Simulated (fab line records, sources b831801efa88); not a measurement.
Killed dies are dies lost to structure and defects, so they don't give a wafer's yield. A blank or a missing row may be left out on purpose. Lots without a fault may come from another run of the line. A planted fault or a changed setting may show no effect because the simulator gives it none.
Chamber matching | flow gf180mcu | GF_V2_CMP_04 on cmp-02: 4 sister chambers
The step polishes SiO2. 8 wafers are shown with their chamber, then 8 later ones without.

WAFERS WITH THEIR CHAMBER
wafer  | chamber | motor_current_A (A) | time_to_endpoint_s (s)
L517.2 | 1       | 14.4                | 76
L530.2 | 3       | 12.6                | 80
L530.3 | 0       | 13.5                | 91
L533.3 | 0       | 13.0                | 83
L533.6 | 1       | 14.0                | 83
L535.5 | 3       | 12.7                | 76
L535.6 | 2       | 11.5                | 72
L536.1 | 2       | 10.9                | 70

WAFERS WITHOUT THEIR CHAMBER
wafer  | motor_current_A (A) | time_to_endpoint_s (s)
L536.3 | 12.3                | 67
L536.6 | 12.4                | 78
L539.1 | 13.2                | 83
L539.3 | 11.7                | 72
L539.6 | 13.0                | 80
L540.1 | 10.6                | 72
L540.2 | 13.7                | 80
L540.4 | 11.6                | 82

WHICH CHAMBER EACH WENT THROUGH
wafer  | from the rows above          | in truth
L536.3 | can't be placed: 3 or 2      | 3
L536.6 | 3                            | 3
L539.1 | can't be placed: 0 or 3      | 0
L539.3 | can't be placed: 2 or 3      | 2
L539.6 | can't be placed: 3 or 0      | 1
L540.1 | 2                            | 2
L540.2 | can't be placed: 1 or 0 or 3 | 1
L540.4 | can't be placed: 2 or 3      | 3
Placed correctly: 2 of 8. Can't be placed from these rows: 6 (the true chamber is among the candidates in 5). Placed wrongly: 0.
How it was worked out, from the rows above alone: a wafer's distance from a chamber is the root of the sum, over the readings, of the square of ((its reading less the chamber's mean) divided by the reading's scatter). The wafer belongs to the nearest chamber; if the next one is less than 2 further off, it can't be placed. A chamber's mean is the mean of its shown wafers. The scatter: the root of (the sum of the squares of (reading less its chamber's mean) over the shown wafers, divided by (wafers less chambers)).
